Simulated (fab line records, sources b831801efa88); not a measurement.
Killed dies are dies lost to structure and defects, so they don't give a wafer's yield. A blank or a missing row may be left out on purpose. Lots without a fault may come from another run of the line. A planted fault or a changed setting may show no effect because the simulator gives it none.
fab line records | flow sfq_line
record lots=6 wafers=18 last_day=81
route steps=325 shown M0@42 I0@43
lots that met no fault: from a run of the same line without faults
start_h: hours from the record's first day to the start of the lot's first wafer shown | wait_h: hours since the lot's step before | " the same as in the row above | L1.1+2: a row that stands for several wafers | - no value, or no start given | * or withheld: withheld | < > ~ a bound
route shown NAME@n: a module of which the file shows steps, and the number in the route of the first | usual: mean/standard deviation of fault-free wafers | same: alike in all rows | chamber/n: place in a boat | sites: the reading at each site | _std_site: their standard deviation | _edge_site: outer sites' mean less inner sites' | radius_mm: how far each site lies from the wafer's centre | mask NAME#n: copy n | behind: the tool/chamber that last shaped the wafer | hold: why the lot was held/for how many hours/how that ended | device: the transistor (n, p or np) that didn't switch | end of line: the same wafers' tests at the end of the route | a step without rows: its recipe alone | killed: dies lost to structure and defects at the first sort, not the wafer's yield | map: a wafer's dies, x killed, . not, _ none there
set.NAME: the setting as run; set.NAME@STEP: as run at that earlier step | model.NAME: the simulator's own value behind a step, which no gauge read
lots at some steps of the route; a table a step, a row a wafer
services: from which hour (start_h, from the record's first day; less than 0 if before it) a tool's chamber was out of use, for how many hours, and why
## steps
# step SFQ_TRILAYER_M0_STRIP_SOLV_CLEAN_026
# recipe chemistry=NMP temp_c=70 time_s=600
# step SFQ_TRILAYER_I0_DEP_PECVD_027
# recipe material=SiO2 temp_c=150 time_s=111.11 pressure_torr=2.4 rf_w=183.3 precursor=SiH4/N2O target_thk_nm=500
# usual heater_power_outer_w=29/8.7 heater_power_w=83/16 throttle_valve_pct=24.6/0.95
# columns lot.wafer tool chamber start_h wait_h heater_power_outer_w heater_power_w throttle_valve_pct
L897.1 pecvd-01 0 218.91 0.0 22 67 23.7
L897.3 " 1 " " 22 64 25.8
L897.4 " 2 " " 39 105 24.8
L898.2 pecvd-02 1 224.93 0.0 18 78 24.9
L898.5 " 0 " " 40 107 23.9
L898.6 " 2 " " 29 86 24.3
L900.1 pecvd-02 0 241.73 0.0 42 107 23.8
L900.3 " 2 " " 29 87 24.3
L900.6 " 2 " " 31 88 24.4
L903.1 pecvd-04 2 270.08 0.0 43 101 25.9
L903.2 " 1 " " 34 85 26.0
L903.4 " 1 " " 36 87 25.7
L905.2 pecvd-01 1 279.66 0.0 21 63 25.8
L905.3 " 0 " " 23 69 23.5
L905.4 " 1 " " 23 63 25.8
L906.2 pecvd-01 1 284.46 0.0 26 69 25.7
L906.4 " 0 " " 25 72 23.6
L906.6 " 1 " " 27 70 26.1
# step SFQ_TRILAYER_I0_CMP_CMP_028
# recipe material=SiO2 down_force_psi=3 platen_rpm=60 pad_velocity_m_s=0.94248
# usual head_pressure_psi=3.000/0.0062 motor_current_A=10.7/0.96 time_to_endpoint_s=214/6.7
# columns lot.wafer tool chamber start_h wait_h head_pressure_psi motor_current_A time_to_endpoint_s
L897.1 cmp-01 0 223.54 4.6 3.002 11.3 214
L897.4 " 2 224.54 5.5 3.007 10.0 221
L897.3 " 3 " " 2.996 11.0 221
L898.2 cmp-01 1 232.54 7.6 3.006 11.6 210
L898.6 " 1 234.54 9.5 3.001 11.9 220
L898.5 " 2 " " 2.990 10.1 207
L900.1 cmp-02 3 247.85 6.1 2.994 9.4 218
L900.3 " 1 248.85 7.1 2.998 11.4 207
L900.6 " 3 249.85 8.0 3.004 9.3 216
L903.4 cmp-01 0 273.85 3.7 2.997 11.4 217
L903.1 " 1 " " 3.007 11.9 214
L903.2 " 3 275.35 5.2 2.995 10.9 216
L905.2 cmp-02 1 283.85 4.1 3.002 11.2 216
L905.3 " 2 " " 2.993 9.1 209
L905.4 " 0 285.35 5.6 3.003 9.9 218
L906.4 cmp-02 3 290.35 5.8 2.995 9.5 206
L906.2 " 0 " " 3.007 9.9 201
L906.6 " 2 291.85 7.3 2.998 9.0 204
# step SFQ_I0_BOW_MEAS_907
# recipe mode=bow
# usual I0_BOW=1/7.4
# columns lot.wafer tool chamber start_h wait_h I0_BOW[um]
L897.1 film_metro-01 - 226.54 2.5 -11
L897.3 " - " " 4
L897.4 " - " " 4
L898.2 film_metro-04 - 235.56 2.5 5
L898.5 " - " " 7
L898.6 " - " " 10
L900.1 film_metro-01 - 250.85 2.5 -6
L900.3 " - " " 4
L900.6 " - " " -3
L903.1 film_metro-02 - 276.85 2.0 7
L903.2 " - " " 4
L903.4 " - " " 19
L905.2 film_metro-02 - 286.87 2.5 -3
L905.3 " - " " -6
L905.4 " - " " 2
L906.2 film_metro-01 - 292.87 1.5 -4
L906.4 " - " " 2
L906.6 " - " " 10
# step SFQ_TRILAYER_I0_METRO_MEASURE_029
# usual thk_nm=200.0/1.1
# columns lot.wafer tool chamber start_h wait_h thk_nm
L897.1 film_metro-01 - 226.66 0.1 202.1
L897.3 " - " " 201.8
L897.4 " - " " 202.2
L898.2 film_metro-04 - 235.86 0.3 201.5
L898.5 " - " " 198.9
L898.6 " - " " 201.8
L900.1 film_metro-01 - 250.97 0.1 199.5
L900.3 " - " " 200.1
L900.6 " - " " 199.6
L903.1 film_metro-02 - 276.97 0.1 198.6
L903.2 " - " " 198.6
L903.4 " - " " 200.4
L905.2 film_metro-02 - 287.17 0.3 199.8
L905.3 " - " " 198.7
L905.4 " - " " 199.9
L906.2 film_metro-01 - 293.17 0.3 198.0
L906.4 " - " " 197.7
L906.6 " - " " 198.2
# step SFQ_TRILAYER_I0_VIA_LITHO_COAT_036
# recipe resist=BARC spin_rpm=3000 resist_thk_nm=62
# step SFQ_TRILAYER_I0_VIA_LITHO_COAT_031
# recipe resist=KrF spin_rpm=3000 resist_thk_nm=650
# step SFQ_TRILAYER_I0_VIA_LITHO_SOFTBAKE_035
# recipe temp_c=withheld time_s=withheld resist=KrF
# step SFQ_TRILAYER_I0_VIA_LITHO_EXPOSE_032
# recipe mask_id=I0 na=0.6 source_shape=conventional sigma_outer=0.65 target_cd_nm=500 dose_mj=21.3
# step SFQ_TRILAYER_I0_VIA_LITHO_PEB_034
# recipe peb_temp_c=115 peb_time_s=60 resist=KrF
# step SFQ_TRILAYER_I0_VIA_LITHO_DEVELOP_033
# recipe time_s=60 resist=KrF
# step SFQ_I0_OVL_MEAS_908
# usual I0_OVL=3/4.8
# columns lot.wafer tool chamber start_h wait_h I0_OVL[nm]
L897.1 overlay-02 - 331.94 0.1 11
L897.3 " - " " 4
L897.4 " - " " 2
L898.2 overlay-01 - 340.35 0.1 7
L898.5 " - " " 3
L898.6 " - " " 11
L900.1 overlay-02 - 357.24 0.1 3
L900.3 " - " " 4
L900.6 " - " " 3
L903.1 overlay-02 - 411.37 0.1 -5
L903.2 " - " " 0
L903.4 " - " " 3
L905.2 overlay-02 - 423.54 0.1 -1
L905.3 " - " " 3
L905.4 " - " " 0
L906.2 overlay-01 - 430.58 0.1 -3
L906.4 " - " " 4
L906.6 " - " " 1
# step SFQ_TRILAYER_I0_VIA_BARC_OPEN_VIA_ETCH_046
# recipe mask_material=PR chemistry=O2 target_depth_nm=125 target=BARC source_w=500 bias_w=80 pressure_mtorr=30 time_s=41.7
# usual drypump_motor_current_A=5.7/0.57 oes_product_au=0.685/0.0042 run_length_s=70.0/0.45
# columns lot.wafer tool chamber start_h wait_h drypump_motor_current_A oes_product_au rf_hours_counter_h run_length_s model.KrF_of_TRILAYER_I0_VIA_LITHO_COAT_031.thk_nm
L897.1 rie_diel-02 0 331.98 0.0 6.4 0.679 108 72.2 567.7
L897.3 " 2 " " 5.6 0.666 3 72.4 571.2
L897.4 " 3 " " 5.8 0.666 1 72.6 571.7
L898.2 rie_diel-02 3 340.38 0.0 5.8 0.669 1 73.3 569.8
L898.5 " 1 " " 4.8 0.669 - 72.7 568.8
L898.6 " 2 " " 5.6 0.657 - 72.7 571.5
L900.1 rie_diel-04 1 357.28 0.0 6.2 0.686 11 69.6 573.2
L900.3 " 2 " " 5.7 0.682 116 70.3 574.1
L900.6 " 0 " " 5.5 0.686 - 70.0 574.5
L903.1 rie_diel-04 0 411.40 0.0 5.5 0.687 91 70.4 575.7
L903.2 " 3 " " 6.3 0.681 73 69.0 574
L903.4 " 1 " " 6.3 0.686 - 69.7 574.1
L905.2 rie_diel-02 3 423.57 0.0 5.8 0.682 2 70.6 575.6
L905.3 " 0 " " 6.3 0.688 109 69.8 573.5
L905.4 " 1 " " 4.8 0.680 98 70.0 575.9
L906.2 rie_diel-02 1 430.61 0.0 4.8 0.687 98 69.9 575.6
L906.4 " 2 " " 5.6 0.689 5 69.8 573.4
L906.6 " 1 " " 4.8 0.687 - 70.1 574.9
# step SFQ_TRILAYER_I0_VIA_ETCH_VIA_ETCH_034
# recipe target=SiO2 stop_on=Nb mask_material=PR taper_deg=20 chemistry=CHF3 target_depth_nm=260 source_w=500 bias_w=80 pressure_mtorr=30 time_s=withheld
# usual drypump_motor_current_A=5.7/0.57 oes_product_au=0.854/0.0054
# columns lot.wafer tool chamber start_h wait_h drypump_motor_current_A oes_product_au model.KrF_of_TRILAYER_I0_VIA_LITHO_COAT_031.thk_nm
L897.1 rie_diel-02 0 332.02 0.0 6.4 0.859 523
L897.3 " 2 " " 5.6 0.855 526.7
L897.4 " 3 " " 5.8 0.866 527
L898.2 rie_diel-02 3 340.42 0.0 5.8 0.860 525.1
L898.5 " 1 " " 4.8 0.850 524.4
L898.6 " 2 " " 5.6 0.858 527
L900.1 rie_diel-04 1 357.32 0.0 6.2 0.847 528
L900.3 " 2 " " 5.7 0.856 528.6
L900.6 " 0 " " 5.6 0.859 529.4
L903.1 rie_diel-04 0 411.44 0.0 5.5 0.857 530.6
L903.2 " 3 " " 6.2 0.840 529.1
L903.4 " 1 " " 6.2 0.856 529
L905.2 rie_diel-02 3 423.61 0.0 5.8 0.853 531
L905.3 " 0 " " 6.4 0.851 528.6
L905.4 " 1 " " 4.8 0.861 532.4
L906.2 rie_diel-02 1 430.65 0.0 4.8 0.853 531.1
L906.4 " 2 " " 5.6 0.852 527.9
L906.6 " 1 " " 4.8 0.846 530.5
# step SFQ_TRILAYER_I0_VIA_STRIP_STRIP_035
# recipe gas=O2 power_w=200 platen_temp_c=40 overash_fraction=0.65 chemistry=O2 pressure_mtorr=50
# usual drypump_motor_current_A=5.8/0.46 he_backside_leak_sccm=3.5/0.32 oes_product_au=0.999/0.0066
# columns lot.wafer tool chamber start_h wait_h drypump_motor_current_A he_backside_leak_sccm oes_product_au rf_hours_counter_h
L897.1 rie_metal-02 0 332.13 - 6.4 3.3 1.003 23
L897.3 " 1 " " 5.6 3.3 1.010 -
L897.4 " 0 " " 6.4 3.5 0.999 -
L898.2 rie_metal-01 0 340.53 - 6.1 3.7 0.987 41
L898.5 " 1 " " 5.5 3.4 0.989 -
L898.6 " 0 " " 6.1 3.6 0.990 -
L900.1 rie_metal-03 0 357.43 - 6.0 3.2 1.006 0
L900.3 " 0 " " 6.1 3.2 1.004 -
L900.6 " 0 " " 6.1 3.2 1.003 -
L903.1 rie_metal-03 0 411.56 - 6.1 3.3 0.993 7
L903.2 " 1 " " 4.9 3.3 1.005 35
L903.4 " 0 " " 6.1 3.2 1.001 -
L905.2 rie_metal-02 1 423.72 - 5.6 3.4 1.012 25
L905.3 " 1 " " 5.5 3.2 1.000 -
L905.4 " 0 " " 6.4 3.7 0.996 -
L906.2 rie_metal-02 0 430.76 - 6.4 6.5 0.998 39
L906.4 " 1 " " 5.6 3.1 1.001 -
L906.6 " 1 " " 5.6 3.2 1.004 -
## services
# columns tool chamber start_h hours kind
rie_diel-02 1 201.96 6.2 repair
cmp-02 - 209.38 1.3 repair
cmp-01 - 212.51 0.6 repair
cmp-02 - 218.23 1.6 repair
rie_diel-02 0 219.41 14.0 repair
pecvd-01 - 228.64 14.6 pm
cmp-02 - 234.85 4.0 pm
cmp-01 - 244.54 4.2 pm
rie_diel-02 - 245.14 1.8 repair
rie_metal-02 - 251.06 0.8 repair
pecvd-01 - 264.54 0.8 repair
pecvd-01 - 273.11 0.8 repair
cmp-01 - 295.24 0.4 repair
cmp-02 - 295.67 3.9 repair
rie_diel-04 2 298.38 15.2 repair
cmp-02 - 302.00 1.8 repair
rie_diel-02 1 309.45 7.7 repair
cmp-01 - 320.26 0.6 repair
rie_diel-02 3 324.37 6.3 repair
film_metro-01 - 326.61 0.9 pm
rie_diel-02 - 353.20 1.9 repair
rie_diel-04 2 358.93 8.1 repair
rie_diel-02 0 416.20 3.7 repair
rie_diel-02 3 423.94 5.3 repair
## key
first_sign step=SFQ_TRILAYER_I0_VIA_BARC_OPEN_VIA_ETCH_046 reading=run_length_s direction=up sigmas=6 usual=* struck=*
effect step=SFQ_TRILAYER_I0_VIA_BARC_OPEN_VIA_ETCH_046 reading=oes_product_au direction=down sigmas=4.3 usual=0.685 struck=0.667
model_effect step=SFQ_TRILAYER_I0_VIA_BARC_OPEN_VIA_ETCH_046 value=KrF_of_TRILAYER_I0_VIA_LITHO_COAT_031.thk_nm without=573.2 struck=570.1
model_effect step=SFQ_TRILAYER_I0_VIA_ETCH_VIA_ETCH_034 value=KrF_of_TRILAYER_I0_VIA_LITHO_COAT_031.thk_nm without=528.6 struck=525.5
met_at SFQ_TRILAYER_I0_VIA_BARC_OPEN_VIA_ETCH_046
struck_wafers L897.1,L897.3,L897.4,L898.2,L898.5,L898.6
fault kind=process_parameter_drift tool=rie_diel-02 chamber=- onset_h=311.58 steps=SFQ_TRILAYER_I0_VIA_BARC_OPEN_VIA_ETCH_046 channel=time_s offset=* shape=step end_h=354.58 acts_in=* stated=*
